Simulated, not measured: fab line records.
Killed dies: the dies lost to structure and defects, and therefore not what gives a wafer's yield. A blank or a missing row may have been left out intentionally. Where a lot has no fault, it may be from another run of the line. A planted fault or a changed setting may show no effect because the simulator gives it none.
One fault through the eyes of 2 desks + flow gf180mcu + numbers are kept per desk, each desk with only its own; the story behind them comes last

== AT THE METROLOGY DESK ==
Means of the sampled wafers that have a number, per lot and without regard to the tool the lot ran on: this is what the gauges read. Any lot whose mean is over 4 standard deviations away from the usual mean is out of limits and marked OUT; that distance is given in the brackets.
Columns: A = PSD_TW at GF_PSD_TW_MEAS_11, usual 3184; B = NSD_RS at GF_PSD_RS_MEAS_14, usual 45.73 ohm/sq
| lot  | first seen here | A    | B                |
|------|-----------------|------|------------------|
| L709 | day 15 00:59    | 3199 | 45.75            |
| L711 | day 15 13:34    | 3195 | 45.78            |
| L712 | day 16 04:34    | 3150 | 45.64            |
| L713 | day 16 15:23    | 3154 | 45.75            |
| L714 | day 16 23:11    | 3203 | 45.67            |
| L715 | day 16 23:18    | 3156 | 45.69            |
| L716 | day 17 14:41    | 3194 | 45.66            |
| L717 | day 17 14:53    | 3184 | 45.78            |
| L720 | day 18 23:14    | 3210 | 46.09 (+5.4) OUT |
| L727 | day 21 03:18    | 3175 | 45.71            |
| L728 | day 21 09:32    | 3165 | 45.71            |
| L731 | day 22 11:23    | 3175 | 45.75            |
| L732 | day 22 21:38    | 3159 | 45.83            |
This desk's finding: out of limits on L720; first on L720, day 18 23:26 (NSD_RS at GF_PSD_RS_MEAS_14). L709, L711, L712, L713, L714, L715, L716, L717, L727, L728, L731, L732 stayed within limits.

== TOOL OWNER'S DESK, implanter-02 ==
The tool's own readings at GF_NSD_IMPLANT_10: means of the sampled wafers that have a number, for each lot that ran on this tool. Any lot whose mean is over 4 standard deviations away from the usual mean is out of limits and marked OUT; that distance is given in the brackets.
Columns: A = endStationPressureTorr at GF_NSD_IMPLANT_10, usual 7.3e-06 Torr
| lot  | first seen here | A       |
|------|-----------------|---------|
| L711 | day 14 15:44    | 7.3e-06 |
| L714 | day 15 23:32    | 7.5e-06 |
| L716 | day 16 14:52    | 7.0e-06 |
| L720 | day 17 21:26    | 7.3e-06 |
Result from this desk: across the 4 lots, nothing is out of limits.

== PUT TOGETHER ==
An alarm was possible from the metrology desk at day 18 23:26, on L720.
Nothing out of limits was seen by the tool owner's desk.
On record at the tool owner's desk: L720, within its limits.
All the named lots went through GF_NSD_IMPLANT_10 on implanter-02.

== WHAT HAD BEEN PUT IN BY THE SIMULATOR ==
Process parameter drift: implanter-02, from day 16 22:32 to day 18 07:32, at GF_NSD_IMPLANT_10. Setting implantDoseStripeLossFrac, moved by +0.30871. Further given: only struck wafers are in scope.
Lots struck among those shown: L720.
Per desk, hours elapsed from the start of the fault to the first reading out of limits: for the metrology desk, 49.
